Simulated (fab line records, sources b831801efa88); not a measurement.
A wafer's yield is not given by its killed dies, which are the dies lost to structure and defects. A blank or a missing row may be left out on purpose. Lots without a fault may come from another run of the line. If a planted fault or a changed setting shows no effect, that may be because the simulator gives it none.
Which tool was responsible? + flow gf180mcu + 32 wafers from 11 lots sampled at 2 of the route's 602 steps

== WHAT THE GAUGES READ, wafer by wafer ==
GF_V5_BOW_MEAS_05.
| lot  | measured     | on            | V5_BOW (um) |
|------|--------------|---------------|-------------|
| L162 | day 26 03:05 | film-metro-04 | 139 141 136 |
| L163 | day 26 13:03 | film-metro-01 | 134 134 121 |
| L164 | day 27 05:04 | film-metro-04 | 131 128 138 |
| L172 | day 29 15:43 | film-metro-04 | 138 145     |
| L177 | day 31 01:21 | film-metro-01 | 130 129 122 |
| L180 | day 31 13:38 | film-metro-01 | 132 138 148 |
| L181 | day 31 21:07 | film-metro-01 | 154 148 149 |
| L182 | day 32 01:45 | film-metro-01 | 123 120 122 |
| L183 | day 32 12:19 | film-metro-04 | 142 150 126 |
| L184 | day 32 17:20 | film-metro-02 | 122 135 121 |
| L185 | day 32 19:08 | film-metro-01 | 139 144 140 |

== TOOL THAT RAN EACH LOT (tool first, then ch and the chambers of the sampled wafers, then the start) ==
| lot  | GF_V5_CMP_04                  |
|------|-------------------------------|
| L162 | cmp-01 ch 0,1, day 26 02:49   |
| L163 | cmp-02 ch 0,1,3, day 26 12:44 |
| L164 | cmp-02 ch 0,1, day 27 04:43   |
| L172 | cmp-02 ch 2, day 29 15:21     |
| L177 | cmp-01 ch 0,1,3, day 31 01:02 |
| L180 | cmp-01 ch 1,2,3, day 31 13:19 |
| L181 | cmp-01 ch 1,2,3, day 31 20:48 |
| L182 | cmp-01 ch 0,1,3, day 32 01:29 |
| L183 | cmp-01 ch 1,2,3, day 32 12:10 |
| L184 | cmp-02 ch 0,2,3, day 32 17:02 |
| L185 | cmp-02 ch 1,2, day 32 18:53   |
- GF_V5_CMP_04: polishes SiO2.

== THE ANSWER, worked out from the rows above alone ==
Rule: the lots themselves supply what counts as usual. The widest of any qualifying gaps counts: lots, ordered by their means at a reading, are off when they make up no more than a third of the lots, leave a main group of 4 or more, and stand apart from it by 3 or more times the standard deviation of that group's means. A main group whose means are all the same, to the digits that the tables above print for the reading, isn't used. Also off: a lot with no number at a reading for which 4 or more lots have one. All remaining lots with rows at the step are treated as sound.
No lot is off on any of the readings shown, so nothing can be concluded from this.

== WHAT THE SIMULATOR HAD INSERTED ==
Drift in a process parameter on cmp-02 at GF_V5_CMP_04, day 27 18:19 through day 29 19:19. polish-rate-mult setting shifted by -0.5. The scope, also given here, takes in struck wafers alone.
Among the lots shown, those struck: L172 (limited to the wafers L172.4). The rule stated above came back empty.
